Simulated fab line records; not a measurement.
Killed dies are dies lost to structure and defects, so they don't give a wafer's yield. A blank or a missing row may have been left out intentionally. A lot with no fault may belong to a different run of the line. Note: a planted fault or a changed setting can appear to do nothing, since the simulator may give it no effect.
Chamber matching ; flow gf180mcu ; cmp-02 running GF_V2_CMP_26: 4 sister chambers
The step polishes, stops on SiO2, t overpolish 15 s, target thk 0 nm. 14 wafers are shown with their chamber, then 7 later ones without.

WAFERS PAIRED WITH THEIR CHAMBERS
wafer;chamber;motor-current-A (A);time-to-endpoint-s (s)
L235.2;1;10.6;86
L235.4;2;13.2;87
L235.6;1;10.6;91
L241.1;0;10.3;83
L241.2;1;10.8;85
L241.5;1;11.1;86
L242.2;2;12.1;81
L242.3;3;10.4;81
L242.6;0;11.3;87
L253.1;1;10.7;86
L253.3;3;10.6;83
L253.5;0;11.3;84
L255.1;1;10.6;91
L255.2;0;10.6;88

SIGNATURES, as means of the wafers listed above
reading;chamber 0;chamber 1;chamber 2;chamber 3;scatter within a chamber
motor-current-A;10.875;10.733;12.650;10.500;0.398
time-to-endpoint-s;85.50;87.50;84.00;82.00;2.73
Rule: for each reading, subtract the chamber's mean from the wafer's reading, divide by that reading's scatter and square the result; add these up over the readings and take the root, which gives the wafer's distance from the chamber. The wafer belongs to the nearest chamber; if the next one is less than 2 further off, it can't be placed. The scatter: the root of (the sum of the squares of (reading less its chamber's mean) over the shown wafers, divided by (wafers less chambers)).

WAFERS WITHOUT THEIR CHAMBER
wafer;motor-current-A (A);time-to-endpoint-s (s)
L255.3;13.2;87
L256.3;13.1;82
L256.4;10.8;85
L256.6;10.8;85
L257.2;10.3;87
L257.4;10.9;83
L257.6;13.8;82

CHAMBER TAKEN BY EACH
wafer;from the rows above;in truth
L255.3;2;2
L256.3;2;2
L256.4;can't be placed: 0 or 1 or 3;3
L256.6;can't be placed: 0 or 1 or 3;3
L257.2;can't be placed: 1 or 0 or 3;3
L257.4;can't be placed: 0 or 3 or 1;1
L257.6;2;2
Correctly placed: 3 of 7. Not placeable from these rows: 4 (in 4, the candidates include the true chamber). Wrongly placed: 0.
